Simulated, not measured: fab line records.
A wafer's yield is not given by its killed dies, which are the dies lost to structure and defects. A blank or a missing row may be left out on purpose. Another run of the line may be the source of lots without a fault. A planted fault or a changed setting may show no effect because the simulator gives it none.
fab line records | flow sky130
record: lots: 13 wafers: 39 last-day: 50
route steps=708 shown SONOS_ONO@183
lots that met no fault: taken from a fault-free run of the same line
start-h: hours from the record's first day to the start of the lot's first wafer shown | wait-h: hours since the lot's step before | " identical to the entry in the row above | L1.1+2: one row covering several wafers at once | - no value, or no start given | * or withheld: withheld | < > ~ a bound
route shown NAME@n: a module of which the file shows steps, and the number in the route of the first | usual: mean/standard deviation taken from wafers without a fault | same: alike in all rows | chamber/n: place in a boat | sites: the reading at each site | _std_site: the standard deviation of these | _edge_site: mean of outer sites minus mean of inner sites | radius-mm: how far each site lies from the wafer's centre | mask NAME#n: copy n | behind: tool/chamber where the wafer was last shaped | hold: why the lot was held/for how many hours/how that ended | device: the transistor (n, p or np) that didn't switch | end of line: at the end of the route, the tests of the same wafers | a step given without rows: its recipe and nothing more | killed: count of dies lost to structure and defects at first sort (not the wafer's yield) | map: dies across one wafer; x = killed, . = not, _ = none there
set.NAME: setting as actually run; set.NAME@STEP: the setting as run at that earlier step | model.NAME: the simulator's own value behind a step, which no gauge read
one table for each step of the route and one row for each wafer, over a sample of lots
services: a tool's chamber out of use, with start hour (start-h, from the record's first day; less than 0 if before it), hours out, and reason
== steps ==
step: SKY_SONOS_ONO_ETCH_15
recipe: target-depth-nm: 19.52 chemistry: CHF3/O2 source-w: 600 bias-w: 200 pressure-mtorr: 40 chf3-flow-sccm: 50 O2_flow_sccm: 5 time-s: 7.8
usual: O2_flow_sccm: 5.001/0.014 drypump-motor-current-A: 5.9/0.55 oes-product-au: 0.999/0.0081 rf-fwd-power-W: 588/3.1 throttle-valve-pct: 8.825/0.0096
columns lot.wafer tool chamber start-h wait-h O2_flow_sccm drypump-motor-current-A oes-product-au rf-fwd-power-W rf-hours-counter-h throttle-valve-pct
L433.2 rie-diel-04 3 292.08 0.0 5.019 6.3 1.008 584 117 8.821
L433.3 " 0 " " 4.996 5.8 1.004 590 3 8.830
L433.6 " 2 " " 4.998 6.3 1.018 588 - 8.833
L434.1 rie-diel-04 3 293.92 0.0 4.973 6.3 1.009 586 117 8.846
L434.2 " 2 " " 4.992 6.2 1.006 589 39 8.837
L434.6 " 0 " " 5.028 5.9 0.987 593 - 8.813
L435.2 rie-diel-04 0 308.62 0.0 4.991 5.9 1.007 592 3 8.828
L435.4 " 3 " " 5.008 6.3 1.007 584 118 8.819
L435.5 " 0 " " 4.982 5.9 0.996 592 - 8.843
L437.4 rie-diel-02 1 323.42 0.0 4.964 5.0 1.004 593 58 8.837
L437.5 " 0 " " 4.991 5.5 0.992 582 - 8.825
L437.6 " 3 " " 4.980 6.5 0.997 585 - 8.820
L438.2 rie-diel-04 2 331.73 0.0 4.998 6.2 1.002 586 40 8.834
L438.3 " 3 " " 4.998 6.3 0.998 584 118 8.822
L438.6 " 2 " " 4.997 6.2 1.009 589 - 8.832
L439.1 rie-diel-02 0 337.08 0.0 4.998 5.5 0.996 582 105 8.825
L439.3 " 1 " " 4.994 4.9 0.999 589 59 8.827
L439.6 " 0 " " 4.973 5.5 1.003 584 - 8.815
L440.2 rie-diel-03 2 344.53 0.0 5.017 6.7 0.990 587 11 8.804
L440.3 " 0 " " 4.992 5.2 0.992 583 3 8.835
L440.5 " 3 " " 5.034 5.2 0.996 591 - 8.819
L442.2 rie-diel-04 0 366.52 0.0 5.003 5.9 0.993 593 4 8.824
L442.3 " 1 " " 4.986 6.2 0.999 590 1 8.829
L442.6 " 2 " " 5.013 6.2 1.010 590 - 8.812
L443.1 rie-diel-02 1 374.23 0.0 4.992 5.0 1.009 590 59 8.820
L443.2 " 3 " " 5.005 6.6 1.004 586 9 8.824
L443.4 " 2 " " 4.989 5.9 1.009 586 34 8.825
L446.2 rie-diel-02 1 394.57 0.0 5.002 5.0 1.008 591 60 8.838
L446.3 " 0 " " 5.011 5.5 0.994 587 106 8.819
L446.4 " 2 " " 4.995 5.9 0.984 585 34 8.812
L445.1 rie-diel-03 2 394.78 0.0 5.008 6.7 0.986 589 12 8.825
L445.2 " 3 " " 5.012 5.2 0.998 586 2 8.818
L445.3 " 0 " " 5.031 5.3 0.996 583 4 8.817
L448.2 rie-diel-02 1 412.37 0.0 4.999 5.0 0.998 592 60 8.820
L448.3 " 2 " " 5.008 5.8 0.996 585 35 8.832
L448.4 " 3 " " 5.011 6.6 0.961 489 10 8.813
L454.1 rie-diel-03 3 465.73 0.0 4.995 5.2 0.997 593 3 8.830
L454.2 " 1 " " 4.994 6.5 1.003 590 1 8.824
L454.5 " 2 " " 5.008 6.7 0.996 592 - 8.822
== services ==
columns tool chamber start-h hours kind
rie-diel-04 1 270.69 - clean
rie-diel-04 1 270.69 23.8 scheduled-down
rie-diel-04 1 270.69 23.8 vent-cycle
rie-diel-03 3 302.03 - clean
rie-diel-03 3 302.03 11.4 scheduled-down
rie-diel-03 3 302.03 11.4 vent-cycle
rie-diel-03 2 303.60 14.1 repair
rie-diel-04 3 338.93 - clean
rie-diel-04 3 338.93 16.7 scheduled-down
rie-diel-04 3 338.93 16.7 vent-cycle
rie-diel-03 2 340.11 3.8 repair
rie-diel-04 - 358.93 0.6 repair
rie-diel-02 0 359.53 9.0 repair
rie-diel-04 1 392.41 7.3 repair
rie-diel-03 1 393.82 9.3 repair
rie-diel-03 1 403.14 - clean
rie-diel-03 1 403.14 18.0 scheduled-down
rie-diel-03 1 403.14 18.0 vent-cycle
rie-diel-02 0 422.09 - clean
rie-diel-02 0 422.09 20.1 scheduled-down
rie-diel-02 0 422.09 20.1 vent-cycle
rie-diel-04 - 447.91 2.8 pm
rie-diel-03 3 458.60 1.3 repair
== key ==
first-sign: step: SKY_SONOS_ONO_ETCH_15 reading: rf-fwd-power-W direction: down sigmas: 32 usual: 588 struck: 489
effect: step: SKY_SONOS_ONO_ETCH_15 reading: oes-product-au direction: down sigmas: 4.7 usual: 0.999 struck: 0.961
met-at SKY_SONOS_ONO_ETCH_15
struck-lots L448
struck-wafers L448.4
tester-left-out L448
onset-between 374.23 412.37
fault: kind: process-parameter-drift tool: rie-diel-02 chamber: 3 onset-h: 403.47 steps: SKY_SONOS_ONO_ETCH_15 channel: source-w offset: -96 shape: step end-h: 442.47 acts-in: these-recipes-only stated: 600
tester-left-out: of these lots the tester's yield and bins aren't shown, on N5 and GAA mostly nor the transistor test; their killed dies are dies lost to structure and defects alone, not to doping, threshold or leakage, so they don't give the yield
